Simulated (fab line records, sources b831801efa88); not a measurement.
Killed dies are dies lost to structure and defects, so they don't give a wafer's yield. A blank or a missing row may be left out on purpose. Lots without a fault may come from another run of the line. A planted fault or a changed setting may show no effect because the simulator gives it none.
Chamber matching | flow sfq_line | SFQ_TRILAYER_I3_VIA_BARC_OPEN_VIA_ETCH_121 on rie_diel-03: 4 sister chambers
The step etches BARC in O2, target depth 125 nm, time 41.7 s. 14 wafers are shown with their chamber, then 7 later ones without.

WAFERS WITH THEIR CHAMBER
wafer  | chamber | drypump_motor_current_A (A) | oes_product_au (a.u.)
L145.2 | 3       | 5.81                        | 0.687
L145.5 | 3       | 5.79                        | 0.677
L145.6 | 0       | 5.46                        | 0.691
L146.1 | 1       | 5.62                        | 0.684
L146.2 | 2       | 5.75                        | 0.685
L146.4 | 2       | 5.75                        | 0.679
L147.1 | 3       | 5.76                        | 0.687
L147.2 | 0       | 5.41                        | 0.686
L147.5 | 3       | 5.77                        | 0.686
L151.3 | 2       | 5.75                        | 0.689
L151.5 | 2       | 5.77                        | 0.684
L151.6 | 3       | 5.82                        | 0.690
L163.3 | 0       | 5.43                        | 0.689
L163.4 | 1       | 5.63                        | 0.683

SIGNATURES (means of the wafers above)
reading                 | chamber 0 | chamber 1 | chamber 2 | chamber 3 | scatter within a chamber
drypump_motor_current_A | 5.4333    | 5.6250    | 5.7550    | 5.7900    | 0.0205
oes_product_au          | 0.68867   | 0.68350   | 0.68425   | 0.68540   | 0.00401
Rule: a wafer's distance from a chamber is the root of the sum, over the readings, of the square of ((its reading less the chamber's mean) divided by the reading's scatter). The wafer belongs to the nearest chamber; if the next one is less than 2 further off, it can't be placed. The scatter: the root of (the sum of the squares of (reading less its chamber's mean) over the shown wafers, divided by (wafers less chambers)).

WAFERS WITHOUT THEIR CHAMBER
wafer  | drypump_motor_current_A (A) | oes_product_au (a.u.)
L163.6 | 5.43                        | 0.696
L165.1 | 5.76                        | 0.686
L165.5 | 5.62                        | 0.686
L165.6 | 5.75                        | 0.694
L168.1 | 5.74                        | 0.684
L168.4 | 5.44                        | 0.691
L168.5 | 5.74                        | 0.680

WHICH CHAMBER EACH WENT THROUGH
wafer  | from the rows above     | in truth
L163.6 | 0                       | 0
L165.1 | can't be placed: 2 or 3 | 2
L165.5 | 1                       | 1
L165.6 | can't be placed: 2 or 3 | 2
L168.1 | can't be placed: 2 or 3 | 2
L168.4 | 0                       | 0
L168.5 | can't be placed: 2 or 3 | 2
Placed correctly: 3 of 7. Can't be placed from these rows: 4 (the true chamber is among the candidates in 4). Placed wrongly: 0.
